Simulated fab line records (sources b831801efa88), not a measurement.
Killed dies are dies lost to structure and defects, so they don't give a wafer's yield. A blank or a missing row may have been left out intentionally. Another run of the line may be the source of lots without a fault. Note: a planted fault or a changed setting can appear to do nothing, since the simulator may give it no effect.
Which tool was responsible? / flow gf180mcu / 36 wafers sampled from 12 lots at 1 step of a route of 602

## WHAT THE GAUGES READ, wafer by wafer
GF_HV_LDD_OVL_MEAS_32.
lot=L075; measured=day 11 18:46; on=overlay-01; HV_LDD_02_OVL (nm)=-1.9 0.4 -2.3
lot=L077; measured=day 12 09:54; on=overlay-02; HV_LDD_02_OVL (nm)=2.9 1.9 1.1
lot=L079; measured=day 13 02:57; on=overlay-01; HV_LDD_02_OVL (nm)=2.5 2.7 3.0
lot=L081; measured=day 13 19:15; on=overlay-01; HV_LDD_02_OVL (nm)=1.0 0.9 0.8
lot=L083; measured=day 14 14:43; on=overlay-01; HV_LDD_02_OVL (nm)=2.2 2.0 1.9
lot=L085; measured=day 15 02:28; on=overlay-01; HV_LDD_02_OVL (nm)=2.8 -0.1 1.3
lot=L087; measured=day 15 18:48; on=overlay-01; HV_LDD_02_OVL (nm)=2.2 4.3 3.3
lot=L089; measured=day 16 11:33; on=overlay-01; HV_LDD_02_OVL (nm)=2.2 -1.4 -0.4
lot=L091; measured=day 17 05:44; on=overlay-02; HV_LDD_02_OVL (nm)=-1.4 0.0 -1.2
lot=L093; measured=day 17 19:55; on=overlay-01; HV_LDD_02_OVL (nm)=2.4 3.2 4.0
lot=L095; measured=day 18 12:17; on=overlay-01; HV_LDD_02_OVL (nm)=1.0 0.8 -0.8
lot=L097; measured=day 18 22:47; on=overlay-01; HV_LDD_02_OVL (nm)=2.1 2.3 2.5

## TOOL THAT RAN EACH LOT (tool first, then ch and the chambers of the sampled wafers, then the start)
There is no process step in the record ahead of these readings.

## THE ANSWER, worked out from the rows above alone
Rule: the usual values come from the lots themselves. Put in order of their means at a reading, lots are off if they are a third of the lots or fewer, leave a main group of 4 or more, and stand apart from it by a gap of 3 or more times the standard deviation of the main group's means; of several such gaps the widest counts. The tables above print the reading to a certain number of digits; a main group whose means all agree to those digits is not used. A lot without any number at a reading at which 4 lots or more have one is off too. All remaining lots with rows at the step are treated as sound.
Across all readings shown, no lot is off: no conclusion can be drawn from this.

## WHAT WAS PUT IN BY THE SIMULATOR
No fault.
